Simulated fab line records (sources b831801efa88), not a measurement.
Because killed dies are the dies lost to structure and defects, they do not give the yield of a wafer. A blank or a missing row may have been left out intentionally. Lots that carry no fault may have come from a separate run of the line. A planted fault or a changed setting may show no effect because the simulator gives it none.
A lot that was struck, set against a sound lot :: flow sky130 :: 21 steps out of a route of 708
Sound: these wafers, L289.3, L289.5, L289.6. The struck wafers were L300.1, L300.4, L300.6. At the end, the cause is stated.
Per side, at each step with rows, come the tool, then ch with its chambers, and then its first start. Under that, the readings that differ: sound wafers :: struck wafers :: difference of the means :: sigmas: that difference in standard deviations of wafers without a fault.
alike: same words and numbers on both sides, and readings whose means sit less than 2 such deviations apart. not compared: any withheld reading, any reading some wafer has no value for, any bound like >300 that may hide the same value, and any number with overlapping values for which the record gives no deviation.
The two part at a step that has a row with sigmas, a row that says differs or no value, or rows on one side only. Numbers that have no deviation but don't overlap get no sigmas and don't part them. A reading that every wafer of one side lacks parts them only if that side has two wafers or more.

SKY_POLY_GATE_THK_MEAS_21:
  struck on film-metro-02, day 23 14:04; sound on film-metro-03, day 19 09:53
  alike: POLY_GATE_OXIDATION_THK
SKY_POLY_GATE_CD_MEAS_22:
  struck on cd-sem-02, day 23 14:07; sound on cd-sem-01, day 19 09:58
  alike: cd-nm
then, 7 steps without rows for these wafers: SKY_LDD_N_DEHYDRATE_00 (time 60 s); SKY_LDD_N_HMDS_01 (prime time 60 s); SKY_LDD_N_COAT_02 (resist thk 300 nm); SKY_LDD_N_SOFTBAKE_03 (time 60 s); SKY_LDD_N_EXPOSE_04 (exposes mask NTM, target cd 840 nm); SKY_LDD_N_PEB_05; SKY_LDD_N_DEVELOP_06 (develop time 60 s).
SKY_LDD_N_OVL_MEAS_07:
  struck on overlay-01, day 24 19:55; sound on overlay-02, day 20 16:59
  alike: LDD_N_OVL
then, 2 steps without rows for these wafers: SKY_LDD_N_IMPLANT_08; SKY_LDD_N_IMPLANT_09.
SKY_LDD_N_IMPLANT_10:
  sound on implanter-01 ch 0, day 20 17:21; struck on implanter-03 ch 0, day 24 20:15
reading: dose-ions-cm2
sound: 7.515e+13 7.503e+13 7.526e+13
struck: 4.995e+13 4.995e+13 4.985e+13
difference: -2.523e+13
sigmas: -99 or more

reading: faraday-current-uA
sound: 415 419 425
struck: 283 268 289
difference: -140
sigmas: -16
  alike: end-station-pressure-torr
then, 5 steps without rows for these wafers: SKY_LDD_N_IMPLANT_11; SKY_LDD_N_IMPLANT_12; SKY_LDD_N_IMPLANT_13; SKY_LDD_N_IMPLANT_14; SKY_LDD_N_IMPLANT_15.
SKY_LDD_N_STRIP_16: strips in O2/N2.
  sound on plasma-asher-01 ch 0,1, day 20 18:14; struck on plasma-asher-04 ch 0,1, day 24 21:09
reading: strip-time-to-endpoint-s (s)
sound: 4.290 4.291 4.289
struck: 4.253 4.261 4.261
difference: -0.032
sigmas: -2
  alike: drypump-motor-current-A, oes-product-au
  not compared: rf-hours-counter-h
SKY_LDD_N_TW_MEAS_17:
  struck on film-metro-03, day 24 21:15; sound on film-metro-04, day 20 18:19
  alike: LDD_N_TW
-- a jump in the record: the struck wafers' starts before and after are 25 days apart (it breaks off in module LDD_N and resumes in module PAD_OPEN, where the first step shown is number 708 of the route) --
SKY_PAD_OPEN_PROBE_99:
  struck on prober-02, day 50 05:33; sound on prober-01, day 47 18:07
reading: model.etest.tip-n.rs-ohm-sq
sound: 439.7 438.9 438.3
struck: 466.6 469.2 470.6
difference: +29.8
sigmas: 
  alike: killed_at_M0_to_M3, killed_at_M4_up, killed-at-contacts, killed-at-front-end, killed-at-other, killed-dies, killed-open, killed-short

## WHERE THEY PART
At SKY_LDD_N_IMPLANT_10 first; at SKY_LDD_N_STRIP_16 last (within this record only). Later steps at which nothing parts them and some readings are alike: SKY_LDD_N_TW_MEAS_17, SKY_PAD_OPEN_PROBE_99.

WHY: what the simulator had put in
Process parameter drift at SKY_LDD_N_IMPLANT_10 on implanter-03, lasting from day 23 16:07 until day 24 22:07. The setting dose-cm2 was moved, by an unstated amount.
